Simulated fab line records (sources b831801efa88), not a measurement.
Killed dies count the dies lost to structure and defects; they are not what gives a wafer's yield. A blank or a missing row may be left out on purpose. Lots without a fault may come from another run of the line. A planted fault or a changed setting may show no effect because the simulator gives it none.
The tool behind it: which one? || flow gf180mcu || 12 lots (36 wafers sampled), 1 step of a 602-step route

== WHAT THE GAUGES SHOWED, per wafer ==
GF_M4_THK_MEAS_06: measures by xrf. Usual: for M4_ALCU_THK the level is 448 nm and the standard deviation is 7.2.
{"lot": "L439", "measured": "day 22 10:22", "on": "film metro-03", "M4_ALCU_THK (nm)": "448 450 452", "flag": ""}
{"lot": "L441", "measured": "day 23 05:26", "on": "film metro-03", "M4_ALCU_THK (nm)": "456 452 455", "flag": ""}
{"lot": "L447", "measured": "day 25 19:00", "on": "film metro-03", "M4_ALCU_THK (nm)": "459 463 456", "flag": ""}
{"lot": "L450", "measured": "day 26 10:55", "on": "film metro-04", "M4_ALCU_THK (nm)": "445 442 442", "flag": ""}
{"lot": "L453", "measured": "day 27 06:32", "on": "film metro-04", "M4_ALCU_THK (nm)": "441 440 438", "flag": ""}
{"lot": "L454", "measured": "day 27 12:53", "on": "film metro-03", "M4_ALCU_THK (nm)": "454 454 458", "flag": ""}
{"lot": "L455", "measured": "day 27 20:26", "on": "film metro-03", "M4_ALCU_THK (nm)": "454 458 453", "flag": ""}
{"lot": "L457", "measured": "day 28 10:25", "on": "film metro-03", "M4_ALCU_THK (nm)": "451 451 451", "flag": ""}
{"lot": "L458", "measured": "day 28 18:53", "on": "film metro-01", "M4_ALCU_THK (nm)": "439 440 440", "flag": ""}
{"lot": "L459", "measured": "day 29 02:05", "on": "film metro-03", "M4_ALCU_THK (nm)": "445 447 451", "flag": ""}
{"lot": "L460", "measured": "day 29 06:37", "on": "film metro-03", "M4_ALCU_THK (nm)": "461 459 464", "flag": ""}
{"lot": "L462", "measured": "day 30 04:58", "on": "film metro-01", "M4_ALCU_THK (nm)": "441 443 439", "flag": ""}

== WHAT TOOL EACH LOT RAN ON (gives the tool, then ch and the chambers of the sampled wafers, and finally the start) ==
No process step before these readings appears in the record.

== AS READ BY THE TOOLS THEMSELVES (means over the sampled wafers that have a number; for cases with no such wafer, the mark the record gives instead) ==
The record holds no such reading with a usual standard deviation.

== THE ANSWER, worked out from the rows above alone ==
Rule: a lot counts as off when the mean over its wafers that have a number is more than 3 standard deviations away from the usual mean. A lot without any number at a reading at which 4 lots or more have one is off too. All remaining lots with rows at the step are treated as sound. First the gauges in route order, then the tools' own readings, where a lot's mean is used as printed above. The first step at which some lot is off is used, and at that step the reading that is off furthest; a lot without a number counts as furthest.
None of the lots is off at any reading shown; this tells nothing.

== WHAT HAD BEEN PUT IN BY THE SIMULATOR ==
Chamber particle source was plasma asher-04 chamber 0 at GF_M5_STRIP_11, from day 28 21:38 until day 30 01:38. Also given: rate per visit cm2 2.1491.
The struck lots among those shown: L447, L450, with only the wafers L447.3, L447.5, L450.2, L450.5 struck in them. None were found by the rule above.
